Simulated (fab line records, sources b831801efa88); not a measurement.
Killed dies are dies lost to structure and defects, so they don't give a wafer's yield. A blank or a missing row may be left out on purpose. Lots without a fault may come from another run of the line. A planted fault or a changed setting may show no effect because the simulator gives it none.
fab line records | flow gf180mcu
record lots=5 wafers=23
route steps=602 shown V2@404 M3@413 V3@431 M4@457 V4@487
start_h: hours from the record's first day to the start of the lot's first wafer shown | wait_h: hours since the lot's step before | " the same as in the row above | L1.1+2: a row that stands for several wafers | - no value, or no start given | * or withheld: withheld | < > ~ a bound
route shown NAME@n: a module of which the file shows steps, and the number in the route of the first | usual: mean/standard deviation of fault-free wafers | same: alike in all rows | chamber/n: place in a boat | sites: the reading at each site | _std_site: their standard deviation | _edge_site: outer sites' mean less inner sites' | radius_mm: how far each site lies from the wafer's centre | mask NAME#n: copy n | behind: the tool/chamber that last shaped the wafer | hold: why the lot was held/for how many hours/how that ended | device: the transistor (n, p or np) that didn't switch | end of line: the same wafers' tests at the end of the route | a step without rows: its recipe alone | killed: dies lost to structure and defects at the first sort, not the wafer's yield | map: a wafer's dies, x killed, . not, _ none there
set.NAME: the setting as run; set.NAME@STEP: as run at that earlier step | model.NAME: the simulator's own value behind a step, which no gauge read
lots whose settings were changed on purpose; a table a step, a row a wafer
## steps
# step GF_V2_SPUTTER_22
# recipe material=TiN target_thk_nm=10 chamber_pressure_pa=5 power_w=4000 time_s=40
# columns lot.wafer tool chamber start_h wait_h set.chamber_pressure_pa model.TiN_of_V2_SPUTTER_22.thk_nm
L077.1 pvd_sputter-04 - 491.86 0.0 4.714 10.6
L077.2+5 " - " " 4.714 10.47
L077.4 " - " " 4.714 10.54
L077.6 " - " " 4.714 10.39
L079.1 pvd_sputter-04 - 510.86 0.0 5.636 9.159
L079.2 " - " " 5.636 8.891
L079.3 " - " " 5.636 8.886
L079.4 " - " " 5.636 8.956
L079.5 " - " " 5.636 8.917
L080.2 pvd_sputter-04 - 519.05 0.0 5 10.16
L080.3 " - " " 5 10.07
L080.4 " - " " 5 10.04
L080.5 " - " " 5 10.23
L080.6 " - " " 5 9.974
L081.1 pvd_sputter-01 - 522.69 0.0 4.546 10.78
L081.2 " - " " 4.546 10.79
L081.3 " - " " 4.546 10.7
L081.4 " - " " 4.546 10.55
L081.5 " - " " 4.546 10.76
L082.2 pvd_sputter-04 - 534.57 0.0 5 9.818
L082.5 " - " " 5 9.891
L082.6 " - " " 5 9.781
# step GF_V2_CVD_23
# recipe material=W target_thk_nm=350 time_s=104.94 temp_c=400 pressure_torr=40
# columns lot.wafer tool chamber start_h wait_h set.temp_c model.W_of_V2_CVD_23.thk_nm
L077.1 cvd_w-02 1 491.90 0.0 411.7 430.3
L077.2 " 0 " " 411.7 444.7
L077.4 " 1 " " 400 349.2
L077.5 " 0 " " 400 359.4
L077.6 " 1 " " 400 347.5
L079.1 cvd_w-02 1 510.90 0.0 400 349.1
L079.2 " 0 " " 393.3 321.1
L079.3 " 0 " " 393.3 320
L079.4 " 1 " " 393.3 309.8
L079.5 " 0 " " 400 358.8
L080.2 cvd_w-01 1 519.09 0.0 390.1 301
L080.3 " 1 " " 400 362
L080.4 " 0 " " 390.1 294.3
L080.5 " 0 " " 390.1 298.9
L080.6 " 1 " " 400 362.6
L081.1 cvd_w-02 0 522.73 0.0 400 355
L081.2 " 1 " " 400 348.8
L081.3 " 1 " " 400 351.9
L081.4 " 0 " " 400 362.7
L081.5 " 1 " " 400 351.8
L082.2 cvd_w-02 1 534.61 0.0 400 353
L082.5 " 0 " " 400 360.8
L082.6 " 1 " " 400 353.1
# step GF_V2_RS_MEAS_24
# recipe thk_meas_gauge=four-point-probe reads=W_of_V2_CVD_23+TiN_of_V2_SPUTTER_22+Ti_of_V2_SPUTTER_21
# usual V2_W_RS=0.322/0.0049
# columns lot.wafer tool chamber start_h wait_h set.temp_c@V2_CVD_23 V2_W_RS[ohm/sq]
L077.1 film_metro-02 - 492.01 0.1 411.7 0.265
L077.2 " - " " 411.7 0.257
L077.4 " - " " 400 0.328
L077.5 " - " " 400 0.318
L077.6 " - " " 400 0.329
L079.1 film_metro-04 - 511.01 0.1 400 0.328
L079.2 " - " " 393.3 0.357
L079.3 " - " " 393.3 0.359
L079.4 " - " " 393.3 0.371
L079.5 " - " " 400 0.320
L080.2 film_metro-04 - 519.22 0.1 390.1 0.382
L080.3 " - " " 400 0.316
L080.4 " - " " 390.1 0.390
L080.5 " - " " 390.1 0.384
L080.6 " - " " 400 0.316
L081.1 film_metro-04 - 522.84 0.1 400 0.323
L081.2 " - " " 400 0.329
L081.3 " - " " 400 0.325
L081.4 " - " " 400 0.316
L081.5 " - " " 400 0.325
L082.2 film_metro-04 - 534.77 0.1 400 0.324
L082.5 " - " " 400 0.317
L082.6 " - " " 400 0.324
# step GF_V2_THK_MEAS_25
# recipe thk_meas_gauge=xrf reads=W_of_V2_CVD_23
# usual V2_W_THK=346/5.8
# columns lot.wafer tool chamber start_h wait_h set.temp_c@V2_CVD_23 V2_W_THK[nm]
L077.1 film_metro-02 - 492.13 0.1 411.7 411
L077.2 " - " " 411.7 426
L077.4 " - " " 400 336
L077.5 " - " " 400 343
L077.6 " - " " 400 336
L079.1 film_metro-04 - 511.13 0.1 400 340
L079.2 " - " " 393.3 313
L079.3 " - " " 393.3 314
L079.4 " - " " 393.3 305
L079.5 " - " " 400 348
L080.2 film_metro-04 - 519.33 0.1 390.1 292
L080.3 " - " " 400 354
L080.4 " - " " 390.1 287
L080.5 " - " " 390.1 292
L080.6 " - " " 400 352
L081.1 film_metro-04 - 522.96 0.1 400 345
L081.2 " - " " 400 339
L081.3 " - " " 400 343
L081.4 " - " " 400 355
L081.5 " - " " 400 341
L082.2 film_metro-04 - 534.88 0.1 400 347
L082.5 " - " " 400 355
L082.6 " - " " 400 348
# step GF_M3_SPUTTER_04
# recipe material=TiN target_thk_nm=50 power_w=6500 time_s=41.7 chamber_pressure_pa=0.4
# columns lot.wafer tool chamber start_h wait_h set.time_s model.TiN_of_M3_SPUTTER_04.thk_nm
L077.1 pvd_sputter-04 - 492.67 0.0 41.7 49.68
L077.2 " - " " 38.06 45.29
L077.4 " - " " 38.06 44.86
L077.5 " - " " 38.06 44.71
L077.6 " - " " 41.7 49.72
L079.1 pvd_sputter-02 - 511.67 0.0 36.25 43.31
L079.2 " - " " 41.7 49.95
L079.3 " - " " 41.7 50.2
L079.4 " - " " 36.25 42.89
L079.5 " - " " 36.25 43.2
L080.2 pvd_sputter-02 - 519.86 0.0 41.7 49.67
L080.3 " - " " 41.7 49.71
L080.4 " - " " 41.7 49.58
L080.5 " - " " 46.42 55.1
L080.6 " - " " 46.42 55.07
L081.1 pvd_sputter-01 - 528.95 0.0 41.7 49.63
L081.2 " - " " 41.7 49.48
L081.3 " - " " 41.7 49.64
L081.4 " - " " 41.7 50.22
L081.5 " - " " 41.7 49.61
L082.2 pvd_sputter-02 - 535.41 0.0 41.7 49.59
L082.5 " - " " 41.7 49.63
L082.6 " - " " 41.7 49.29
# step GF_V3_CVD_02
# recipe material=SiO2 target_thk_nm=850 precursor=TEOS temp_c=400 time_s=94.851 rf_w=600
# columns lot.wafer tool chamber start_h wait_h set.time_s model.SiO2_of_V3_CVD_02.thk_nm
L077.1 pecvd-01 0 517.47 0.1 94.851 849.5
L077.2 " 1 " " 94.851 856.2
L077.4 " 2 " " 94.851 872.3
L077.5 " 1 " " 94.851 872.6
L077.6 " 0 " " 94.851 864.7
L079.1 pecvd-03 0 535.05 0.1 108.1 962.1
L079.2 " 2 " " 108.1 948.5
L079.3 " 1 " " 108.1 947
L079.4 " 2 " " 94.851 843.9
L079.5 " 0 " " 94.851 856.3
L080.2 pecvd-03 2 543.47 0.0 94.851 824.1
L080.3 " 0 " " 94.851 833.9
L080.4 " 2 " " 94.851 841.6
L080.5 " 1 " " 94.851 833.7
L080.6 " 0 " " 94.851 846.6
L081.1 pecvd-01 0 552.01 0.1 94.851 839.3
L081.2 " 1 " " 102.4 907.4
L081.3 " 2 " " 102.4 921.5
L081.4 " 0 " " 94.851 848.6
L081.5 " 1 " " 94.851 869.7
L082.2 pecvd-03 1 559.02 0.0 94.851 823.2
L082.5 " 1 " " 94.851 841.2
L082.6 " 2 " " 94.851 849.4
# step GF_V3_THK_MEAS_03
# recipe reads=SiO2_of_V3_CVD_02
# usual V3_CVD_02_THK=848/12
# columns lot.wafer tool chamber start_h wait_h set.time_s@V3_CVD_02 V3_CVD_02_THK[nm]
L077.1 film_metro-04 - 517.54 0.0 94.851 850
L077.2 " - " " 94.851 856
L077.4 " - " " 94.851 873
L077.5 " - " " 94.851 872
L077.6 " - " " 94.851 865
L079.1 film_metro-04 - 535.12 0.0 108.1 962
L079.2 " - " " 108.1 948
L079.3 " - " " 108.1 948
L079.4 " - " " 94.851 845
L079.5 " - " " 94.851 856
L080.2 film_metro-04 - 543.55 0.0 94.851 824
L080.3 " - " " 94.851 833
L080.4 " - " " 94.851 841
L080.5 " - " " 94.851 834
L080.6 " - " " 94.851 846
L081.1 film_metro-01 - 552.08 0.0 94.851 839
L081.2 " - " " 102.4 908
L081.3 " - " " 102.4 921
L081.4 " - " " 94.851 848
L081.5 " - " " 94.851 870
L082.2 film_metro-03 - 559.10 0.0 94.851 823
L082.5 " - " " 94.851 841
L082.6 " - " " 94.851 849
# step GF_V3_CMP_04
# recipe material=SiO2 down_force_psi=4 platen_rpm=60 pad_velocity_m_s=0.94248
# usual time_to_endpoint_s=80/5.3
# columns lot.wafer tool chamber start_h wait_h set.time_s@V3_CVD_02 time_to_endpoint_s
L077.1 cmp-01 3 517.60 0.1 94.851 80
L077.4 " 0 " " 94.851 95
L077.2 " 1 " " 94.851 76
L077.5 " 3 " " 94.851 88
L077.6 " 0 " " 94.851 89
L079.1 cmp-01 1 535.18 0.1 108.1 122
L079.2 " 2 " " 108.1 123
L079.3 " 3 " " 108.1 122
L079.4 " 0 " " 94.851 87
L079.5 " 2 " " 94.851 81
L080.3 cmp-01 3 543.60 0.0 94.851 79
L080.4 " 0 " " 94.851 84
L080.2 " 2 " " 94.851 70
L080.6 " 3 " " 94.851 79
L080.5 " 0 " " 94.851 80
L081.2 cmp-02 3 552.14 0.0 102.4 100
L081.4 " 0 " " 94.851 82
L081.1 " 1 " " 94.851 74
L081.3 " 2 " " 102.4 98
L081.5 " 0 " " 94.851 88
L082.2 cmp-02 2 559.30 0.2 94.851 69
L082.6 " 3 " " 94.851 83
L082.5 " 0 " " 94.851 81
# step GF_V3_EXPOSE_11
# recipe mask_id=Via3 target_cd_nm=260 na=0.68 source_shape=conventional sigma_outer=0.6 dose_mj=38
# columns lot.wafer tool chamber start_h wait_h mask set.dose_mj
L077.1+2+6 krf_scanner-02 0 - - Via3#0 36.54
L077.4+5 " 0 " " Via3#0 38
L079.1+2+5 krf_scanner-02 0 - - Via3#0 38
L079.3+4 " 0 " " Via3#0 39.44
L080.2+3 krf_scanner-02 0 - - Via3#0 40
L080.4+5+6 " 0 " " Via3#0 38
L081.1+3 krf_scanner-01 0 - - Via3#0 38
L081.2+4+5 " 0 " " Via3#0 40.22
L082.2+5+6 krf_scanner-01 0 - - Via3#0 38
# step GF_V3_PEB_12
# recipe peb_temp_c=135 peb_time_s=90 resist=KrF
# step GF_V3_DEVELOP_13
# recipe develop_time_s=60 resist=KrF dev_temp_c=21
# step GF_V3_CD_MEAS_14
# recipe target_cd_nm=260
# usual cd_nm=260.3/0.92
# columns lot.wafer tool chamber start_h wait_h set.dose_mj@V3_EXPOSE_11 cd_nm
L077.1 cd_sem-01 - 540.61 0.1 36.54 254.3
L077.2 " - " " 36.54 255.0
L077.4 " - " " 38 261.1
L077.5 " - " " 38 261.4
L077.6 " - " " 36.54 255.6
L079.1 cd_sem-01 - 558.33 0.1 38 259.2
L079.2 " - " " 38 259.0
L079.3 " - " " 39.44 265.1
L079.4 " - " " 39.44 265.2
L079.5 " - " " 38 259.3
L080.2 cd_sem-01 - 566.29 0.3 40 268.1
L080.3 " - " " 40 269.0
L080.4 " - " " 38 259.4
L080.5 " - " " 38 260.7
L080.6 " - " " 38 261.1
L081.1 cd_sem-01 - 574.63 0.1 38 260.8
L081.2 " - " " 40.22 268.9
L081.3 " - " " 38 261.4
L081.4 " - " " 40.22 269.1
L081.5 " - " " 40.22 269.8
L082.2 cd_sem-01 - 581.13 0.1 38 260.2
L082.5 " - " " 38 259.6
L082.6 " - " " 38 260.4
# step GF_V3_ETCH_16
# recipe chemistry=N2/H2 target_depth_a=withheld overetch_a=withheld time_s=withheld target=BARC ion_energy_ev=200 source_w=500 bias_w=100 pressure_mtorr=30 n2_flow_sccm=100 h2_flow_sccm=200
# columns lot.wafer tool chamber start_h wait_h set.dose_mj@V3_EXPOSE_11 model.V3.cd_nm
L077.1 rie_diel-03 1 540.76 0.0 36.54 253.2
L077.2 " 0 " " 36.54 254.9
L077.4 " 1 " " 38 260
L077.5 " 0 " " 38 261.2
L077.6 " 3 " " 36.54 255.9
L079.1 rie_diel-02 3 558.49 0.0 38 260
L079.2 " 2 " " 38 258.9
L079.3 " 1 " " 39.44 265.4
L079.4 " 3 " " 39.44 265.8
L079.5 " 1 " " 38 259
L080.2 rie_diel-02 2 566.43 0.0 40 268
L080.3 " 1 " " 40 269
L080.4 " 2 " " 38 258.8
L080.5 " 1 " " 38 260.6
L080.6 " 3 " " 38 261.6
L081.1 rie_diel-03 3 574.79 0.0 38 260.8
L081.2 " 1 " " 40.22 267.2
L081.3 " 2 " " 38 260.9
L081.4 " 1 " " 40.22 267.9
L081.5 " 3 " " 40.22 269.9
L082.2 rie_diel-03 2 581.26 0.0 38 259.6
L082.5 " 2 " " 38 259.5
L082.6 " 3 " " 38 260.7
# step GF_V3_ETCH_17
# recipe chemistry=C4F8/O2/Ar mask_material=KrF target=SiO2 stop_on=TiN source_w=1500 bias_w=1200 pressure_mtorr=40 c4f8_flow_sccm=withheld O2_flow_sccm=6 Ar_flow_sccm=300 time_s=withheld target_depth_a=6350
# columns lot.wafer tool chamber start_h wait_h set.dose_mj@V3_EXPOSE_11 model.V3.cd_nm
L077.1 rie_diel-03 1 - - 36.54 252.7
L077.2 " 0 " " 36.54 255.2
L077.4 " 1 " " 38 259.8
L077.5 " 0 " " 38 261.1
L077.6 " 3 " " 36.54 254.8
L079.1 rie_diel-02 3 - - 38 260.8
L079.2 " 2 " " 38 259.3
L079.3 " 1 " " 39.44 265.5
L079.4 " 3 " " 39.44 266.9
L079.5 " 1 " " 38 259.4
L080.2 rie_diel-02 2 - - 40 268.8
L080.3 " 1 " " 40 269.6
L080.4 " 2 " " 38 259.5
L080.5 " 1 " " 38 261.3
L080.6 " 3 " " 38 262.9
L081.1 rie_diel-03 3 - - 38 260.2
L081.2 " 1 " " 40.22 266.9
L081.3 " 2 " " 38 261.2
L081.4 " 1 " " 40.22 267.7
L081.5 " 3 " " 40.22 268.8
L082.2 rie_diel-03 2 - - 38 259.7
L082.5 " 2 " " 38 259.5
L082.6 " 3 " " 38 260.1
# step GF_V3_SPUTTER_22
# recipe material=TiN target_thk_nm=10 chamber_pressure_pa=5 power_w=4000 time_s=40
# columns lot.wafer tool chamber start_h wait_h set.power_w model.TiN_of_V3_SPUTTER_22.thk_nm
L077.1 pvd_sputter-02 - 541.83 0.0 4000 10.18
L077.2 " - " " 4000 10.2
L077.4 " - " " 4436 11.2
L077.5 " - " " 4000 10.02
L077.6 " - " " 4436 11.22
L079.1 pvd_sputter-03 - 559.24 0.0 4000 10.09
L079.2 " - " " 4000 10.14
L079.3 " - " " 3600 9.215
L079.4 " - " " 4000 10.1
L079.5 " - " " 3600 9.063
L080.2 pvd_sputter-03 - 567.15 0.0 4000 10.28
L080.3 " - " " 3680 9.424
L080.4 " - " " 3680 9.466
L080.5 " - " " 4000 10.26
L080.6 " - " " 3680 9.471
L081.1 pvd_sputter-01 - 575.73 0.0 4000 9.924
L081.2 " - " " 4000 9.981
L081.3 " - " " 4000 9.956
L081.4 " - " " 3785 9.266
L081.5 " - " " 3785 9.336
L082.2 pvd_sputter-02 - 582.02 0.0 4000 10.15
L082.5 " - " " 4000 9.918
L082.6 " - " " 4000 9.818
# step GF_M4_SPUTTER_01
# recipe material=TiN target_thk_nm=30 power_w=6500 time_s=25 chamber_pressure_pa=0.4
# columns lot.wafer tool chamber start_h wait_h set.power_w model.TiN_of_M4_SPUTTER_01.thk_nm
L077.1 pvd_sputter-03 - 542.56 0.1 6500 30.22
L077.2 " - " " 6500 30.28
L077.4 " - " " 6500 30.25
L077.5 " - " " 6756 31.02
L077.6 " - " " 6756 31.21
L079.1 pvd_sputter-04 - 559.97 0.1 5801 26.62
L079.2 " - " " 6500 30.1
L079.3 " - " " 5801 26.33
L079.4 " - " " 6500 29.77
L079.5 " - " " 6500 29.99
L080.2 pvd_sputter-02 - 567.88 0.1 6500 30.18
L080.3 " - " " 5762 26.09
L080.4 " - " " 6500 29.97
L080.5 " - " " 5762 26.46
L080.6 " - " " 6500 29.9
L081.1 pvd_sputter-03 - 576.63 0.1 5763 26.88
L081.2 " - " " 6500 30.19
L081.3 " - " " 6500 30.47
L081.4 " - " " 5763 26.62
L081.5 " - " " 6500 30.1
L082.2 pvd_sputter-04 - 582.75 0.1 6500 29.72
L082.5 " - " " 6500 29.39
L082.6 " - " " 6500 29.28
# step GF_M4_STRIP_17
# recipe chemistry=O2/N2 power_w=1400 pressure_mtorr=1500 platen_temp_c=250 o2_flow_sccm=3000 n2_flow_sccm=300 overash_fraction=0.5
# usual strip_time_to_endpoint_s=7.86/0.041
# columns lot.wafer tool chamber start_h wait_h set.pressure_mtorr strip_time_to_endpoint_s
L077.1 plasma_asher-04 0 565.45 0.1 1577 7.82
L077.2 " 1 " " 1577 7.78
L077.4 " 0 " " 1577 7.82
L077.5 " 1 " " 1577 7.81
L077.6 " 0 " " 1577 7.82
L079.1 plasma_asher-04 1 582.55 0.1 1376 7.99
L079.2 " 0 " " 1376 8.00
L079.3 " 0 " " 1376 8.07
L079.4 " 1 " " 1376 8.03
L079.5 " 0 " " 1376 8.02
L080.2 plasma_asher-03 1 590.55 0.1 1314 8.17
L080.3 " 0 " " 1314 8.18
L080.4 " 1 " " 1314 8.16
L080.5 " 1 " " 1314 8.20
L080.6 " 0 " " 1314 8.18
L081.1 plasma_asher-01 1 598.25 0.1 1651 7.66
L081.2 " 0 " " 1651 7.70
L081.3 " 0 " " 1651 7.70
L081.4 " 1 " " 1651 7.68
L081.5 " 0 " " 1651 7.67
L082.2 plasma_asher-03 1 603.99 0.1 1500 7.85
L082.5 " 0 " " 1500 7.88
L082.6 " 1 " " 1500 7.94
# step GF_V4_EXPOSE_11
# recipe mask_id=Via4 target_cd_nm=260 na=0.68 source_shape=conventional sigma_outer=0.6 dose_mj=38
# columns lot.wafer tool chamber start_h wait_h mask set.dose_mj
L077.1+4+6 krf_scanner-02 0 - - Via4#0 38
L077.2+5 " 0 " " Via4#0 37.04
L079.1+2+3+4+5 krf_scanner-02 0 - - Via4#0 38
L080.2+6 krf_scanner-02 0 - - Via4#0 38
L080.3+4+5 " 0 " " Via4#0 35.6
L081.1+3+4 krf_scanner-01 0 - - Via4#0 38
L081.2+5 " 0 " " Via4#0 40.14
L082.2+5+6 krf_scanner-02 0 - - Via4#0 38
# step GF_V4_PEB_12
# recipe peb_temp_c=135 peb_time_s=90 resist=KrF
# step GF_V4_DEVELOP_13
# recipe develop_time_s=60 resist=KrF dev_temp_c=21
# step GF_V4_CD_MEAS_14
# recipe target_cd_nm=260
# usual cd_nm=259.7/1.2
# columns lot.wafer tool chamber start_h wait_h set.dose_mj@V4_EXPOSE_11 cd_nm
L077.1 cd_sem-01 - 588.01 0.1 38 259.5
L077.2 " - " " 37.04 254.6
L077.4 " - " " 38 258.8
L077.5 " - " " 37.04 254.8
L077.6 " - " " 38 258.6
L079.1 cd_sem-01 - 604.78 0.1 38 260.5
L079.2 " - " " 38 260.0
L079.3 " - " " 38 260.1
L079.4 " - " " 38 260.3
L079.5 " - " " 38 258.9
L080.2 cd_sem-02 - 612.95 0.1 38 258.2
L080.3 " - " " 35.6 248.7
L080.4 " - " " 35.6 247.9
L080.5 " - " " 35.6 247.1
L080.6 " - " " 38 258.8
L081.1 cd_sem-01 - 620.48 0.1 38 259.7
L081.2 " - " " 40.14 268.4
L081.3 " - " " 38 260.5
L081.4 " - " " 38 259.6
L081.5 " - " " 40.14 269.4
L082.2 cd_sem-01 - 625.75 0.1 38 261.6
L082.5 " - " " 38 259.9
L082.6 " - " " 38 259.8
# step GF_V4_ETCH_16
# recipe chemistry=N2/H2 target_depth_a=withheld overetch_a=withheld time_s=withheld target=BARC ion_energy_ev=200 source_w=500 bias_w=100 pressure_mtorr=30 n2_flow_sccm=100 h2_flow_sccm=200
# columns lot.wafer tool chamber start_h wait_h set.dose_mj@V4_EXPOSE_11 model.V4.cd_nm
L077.1 rie_diel-02 1 588.16 0.0 38 259.2
L077.2 " 2 " " 37.04 254.2
L077.4 " 2 " " 38 258.9
L077.5 " 1 " " 37.04 254.1
L077.6 " 0 " " 38 257.6
L079.1+5 rie_diel-01 3,0 604.94 0.0 38 259.5
L079.2 " 2 " " 38 260.6
L079.3 " 1 " " 38 260.3
L079.4 " 0 " " 38 261.1
L080.2 rie_diel-01 3 613.09 0.0 38 256.3
L080.3 " 0 " " 35.6 248.6
L080.4 " 2 " " 35.6 248.3
L080.5 " 3 " " 35.6 245.8
L080.6 " 0 " " 38 258.7
L081.1 rie_diel-02 2 620.64 0.0 38 259
L081.2 " 3 " " 40.14 268.6
L081.3 " 0 " " 38 259.9
L081.4 " 1 " " 38 258.2
L081.5 " 0 " " 40.14 269.2
L082.2 rie_diel-01 0 625.89 0.0 38 262.3
L082.5 " 0 " " 38 260.7
L082.6 " 2 " " 38 260.3
## key
split step=GF_V2_SPUTTER_22 setting=chamber_pressure_pa stated=5 by=lot
response step=GF_V2_SPUTTER_22 reading=model.TiN_of_V2_SPUTTER_22.thk_nm change=-0.0813 per=1% r=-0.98
split step=GF_V2_CVD_23 setting=temp_c stated=400 by=wafer
response step=GF_V2_CVD_23 reading=model.W_of_V2_CVD_23.thk_nm change=+26.9 per=1% r=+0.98
response step=GF_V2_RS_MEAS_24 reading=V2_W_RS change=-0.0242 per=1% r=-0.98
response step=GF_V2_THK_MEAS_25 reading=V2_W_THK change=+25.5 per=1% r=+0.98
split step=GF_M3_SPUTTER_04 setting=time_s stated=41.7 by=wafer
response step=GF_M3_SPUTTER_04 reading=model.TiN_of_M3_SPUTTER_04.thk_nm change=+0.516 per=1% r=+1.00
split step=GF_V3_CVD_02 setting=time_s stated=94.851 by=wafer
response step=GF_V3_CVD_02 reading=model.SiO2_of_V3_CVD_02.thk_nm change=+7.44 per=1% r=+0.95
response step=GF_V3_THK_MEAS_03 reading=V3_CVD_02_THK change=+7.44 per=1% r=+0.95
response step=GF_V3_CMP_04 reading=time_to_endpoint_s change=* per=1% r=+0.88
split step=GF_V3_EXPOSE_11 setting=dose_mj stated=38 by=wafer
response step=GF_V3_CD_MEAS_14 reading=cd_nm change=+1.51 per=1% r=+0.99
response step=GF_V3_ETCH_16 reading=model.V3.cd_nm change=+1.47 per=1% r=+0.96
response step=GF_V3_ETCH_17 reading=model.V3.cd_nm change=+1.45 per=1% r=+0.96
split step=GF_V3_SPUTTER_22 setting=power_w stated=4000 by=wafer
response step=GF_V3_SPUTTER_22 reading=model.TiN_of_V3_SPUTTER_22.thk_nm change=+0.101 per=1% r=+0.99
split step=GF_M4_SPUTTER_01 setting=power_w stated=6500 by=wafer
response step=GF_M4_SPUTTER_01 reading=model.TiN_of_M4_SPUTTER_01.thk_nm change=+0.316 per=1% r=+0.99
split step=GF_M4_STRIP_17 setting=pressure_mtorr stated=1500 by=lot
response step=GF_M4_STRIP_17 reading=strip_time_to_endpoint_s change=* per=1% r=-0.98
split step=GF_V4_EXPOSE_11 setting=dose_mj stated=38 by=wafer
response step=GF_V4_CD_MEAS_14 reading=cd_nm change=+1.64 per=1% r=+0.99
response step=GF_V4_ETCH_16 reading=model.V4.cd_nm change=+1.66 per=1% r=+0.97
